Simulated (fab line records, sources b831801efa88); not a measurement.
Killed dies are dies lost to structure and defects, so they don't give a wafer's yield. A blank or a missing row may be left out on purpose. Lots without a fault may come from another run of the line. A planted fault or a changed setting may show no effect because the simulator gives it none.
Which tool did it? | flow sky130 | 7 lots, 21 wafers sampled, at 2 steps of a route of 708

WHAT THE GAUGES READ, wafer by wafer
SKY_VT_ADJUST_NCORE_CD_MEAS_07: target cd 380 nm.
lot  | measured     | on        | cd_nm (nm)
L849 | day 8 22:54  | cd_sem-02 | 376.7 377.7 381.0
L853 | day 10 04:05 | cd_sem-02 | 380.0 380.5 381.6
L855 | day 10 17:47 | cd_sem-02 | 379.4 380.9 380.9
L859 | day 11 19:01 | cd_sem-01 | 382.3 379.6 382.5
L861 | day 12 09:20 | cd_sem-01 | 381.3 377.9 378.7
L863 | day 13 00:21 | cd_sem-01 | 376.0 375.1 376.3
L869 | day 14 16:46 | cd_sem-02 | 376.5 376.3 375.5

WHICH TOOL RAN EACH LOT (tool, then ch and the chambers of the sampled wafers, then the start)
lot  | SKY_NWELL_RTA_28
L849 | rtp_anneal-02 ch 0, day 5 16:20
L853 | rtp_anneal-01 ch 0, day 6 16:50
L855 | rtp_anneal-01 ch 0, day 7 04:29
L859 | rtp_anneal-01 ch 0, day 8 02:29
L861 | rtp_anneal-01 ch 0, day 8 14:28
L863 | rtp_anneal-01 ch 0, day 9 03:29
L869 | rtp_anneal-02 ch 0, day 10 16:34
- SKY_NWELL_RTA_28: time 30 s.

THE ANSWER, worked out from the rows above alone
Rule: what is usual is taken from the lots themselves. Put in order of their means at a reading, lots are off if they are a third of the lots or fewer, leave a main group of 4 or more, and stand apart from it by a gap of 3 or more times the standard deviation of the main group's means; of several such gaps the widest counts. A main group whose means are all the same, to the digits that the tables above print for the reading, isn't used. A lot without any number at a reading at which 4 lots or more have one is off too. The other lots that the step has rows for count as sound.
No lot is off at any reading shown: from this, nothing can be told.

WHAT THE SIMULATOR HAD PUT IN
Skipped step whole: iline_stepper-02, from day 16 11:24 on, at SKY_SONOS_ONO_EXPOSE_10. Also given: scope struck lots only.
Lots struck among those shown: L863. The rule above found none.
